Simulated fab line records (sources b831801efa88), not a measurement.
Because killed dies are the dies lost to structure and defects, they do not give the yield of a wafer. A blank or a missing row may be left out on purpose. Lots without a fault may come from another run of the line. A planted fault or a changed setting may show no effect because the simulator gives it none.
Which tool did it? | flow gf180mcu | 6 lots with 18 wafers sampled at 3 steps, on a route of 602 steps

## WHAT THE GAUGES SHOWED, per wafer
GF_VT_IMPLANT_TW_MEAS_43.
lot  | measured     | on           | VT_IMPLANT_4_TW
L461 | day 8 16:56  | filmMetro-02 | 692 691 689
L463 | day 9 08:12  | filmMetro-02 | 694 693 694
L465 | day 9 21:10  | filmMetro-02 | 675 678 676
L473 | day 12 03:20 | filmMetro-02 | 690 689 691
L475 | day 12 14:37 | filmMetro-02 | 689 694 691
L479 | day 13 15:20 | filmMetro-03 | 694 693 695

## EACH LOT AND THE TOOL THAT RAN IT (in order: tool; ch and the chambers of the sampled wafers; start)
lot  | GF_STI_ETCH_14                 | GF_VT_IMPLANT_IMPLANT_41
L461 | rieSi-01 ch 1,2,3, day 2 22:31 | implanter-03 ch 0, day 8 16:41
L463 | rieSi-02 ch 0,1,3, day 3 09:39 | implanter-03 ch 0, day 9 07:57
L465 | rieSi-02 ch 0,2, day 3 20:28   | implanter-01 ch 0, day 9 20:56
L473 | rieSi-02 ch 0,2,3, day 5 12:17 | implanter-04 ch 0, day 12 03:08
L475 | rieSi-02 ch 0,3, day 5 23:36   | implanter-01 ch 0, day 12 14:22
L479 | rieSi-02 ch 0,1,2, day 6 18:22 | implanter-03 ch 0, day 13 15:05
- GF_STI_ETCH_14: etches Si in HBr/Cl2/O2, target depth 360 nm, time 102.9 s.
- GF_VT_IMPLANT_IMPLANT_41

## THE ANSWER, worked out from the rows above alone
Rule: usual is defined by the lots themselves. The widest of any qualifying gaps counts: lots, ordered by their means at a reading, are off when they make up no more than a third of the lots, leave a main group of 4 or more, and stand apart from it by 3 or more times the standard deviation of that group's means. A main group is skipped when, at the precision printed for the reading in the tables above, its means are all equal. A lot without any number at a reading at which 4 lots or more have one is off too. Where the step has rows for the other lots, those lots are counted as sound.
Off: L465, seen at GF_VT_IMPLANT_TW_MEAS_43 (VT_IMPLANT_4_TW). For the main group the mean is 692 and the standard deviation 1.6.
If a tool, at a process step before that reading, ran all the lots that are off and no sound lot after the first of them, it fits. Gauges at GF_VT_IMPLANT_TW_MEAS_43: tried the same way as those tools. Of those tried, none fits.

## WHAT HAD BEEN PUT IN BY THE SIMULATOR
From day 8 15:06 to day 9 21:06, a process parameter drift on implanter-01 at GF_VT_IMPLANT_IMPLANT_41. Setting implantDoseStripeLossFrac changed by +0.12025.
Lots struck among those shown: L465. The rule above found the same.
